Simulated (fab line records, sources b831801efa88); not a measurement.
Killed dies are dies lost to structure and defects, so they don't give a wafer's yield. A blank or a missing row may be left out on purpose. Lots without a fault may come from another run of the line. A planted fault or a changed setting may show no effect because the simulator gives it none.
Chamber matching | flow gf180mcu | GF_V4_CMP_26 on cmp-01: 4 sister chambers
The step polishes, stops on SiO2, t overpolish 15 s, target thk 0 nm. 4 wafers are shown with their chamber, then 12 later ones without.

WAFERS WITH THEIR CHAMBER
wafer  | chamber | time_to_endpoint_s (s)
L087.4 | 0       | 90
L090.1 | 2       | 90
L090.3 | 3       | 88
L090.5 | 1       | 85

WAFERS WITHOUT THEIR CHAMBER
wafer  | time_to_endpoint_s (s)
L093.2 | 81
L093.4 | 84
L093.6 | 82
L095.1 | 86
L095.3 | 86
L095.5 | 86
L096.2 | 85
L096.3 | 84
L096.4 | 90
L097.2 | 85
L097.3 | 87
L097.4 | 88

WHICH CHAMBER EACH WENT THROUGH
wafer  | from the rows above               | in truth
L093.2 | can't be placed: 1 or 3           | 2
L093.4 | can't be placed: 1 or 3           | 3
L093.6 | can't be placed: 1 or 3           | 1
L095.1 | can't be placed: 1 or 3 or 0 or 2 | 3
L095.3 | can't be placed: 1 or 3 or 0 or 2 | 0
L095.5 | can't be placed: 1 or 3 or 0 or 2 | 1
L096.2 | can't be placed: 1 or 3           | 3
L096.3 | can't be placed: 1 or 3           | 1
L096.4 | can't be placed: 0 or 2 or 3      | 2
L097.2 | can't be placed: 1 or 3           | 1
L097.3 | can't be placed: 3 or 1 or 0 or 2 | 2
L097.4 | can't be placed: 3 or 0 or 2 or 1 | 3
Placed correctly: 0 of 12. Can't be placed from these rows: 12 (the true chamber is among the candidates in 11). Placed wrongly: 0.
How it was worked out, from the rows above alone: a wafer's distance from a chamber is the root of the sum, over the readings, of the square of ((its reading less the chamber's mean) divided by the reading's scatter). The wafer belongs to the nearest chamber; if the next one is less than 2 further off, it can't be placed. A chamber's mean is the mean of its shown wafers. The scatter: with one shown wafer a chamber, the root of the mean of the squares of how far each hidden wafer lies from its nearest shown one.
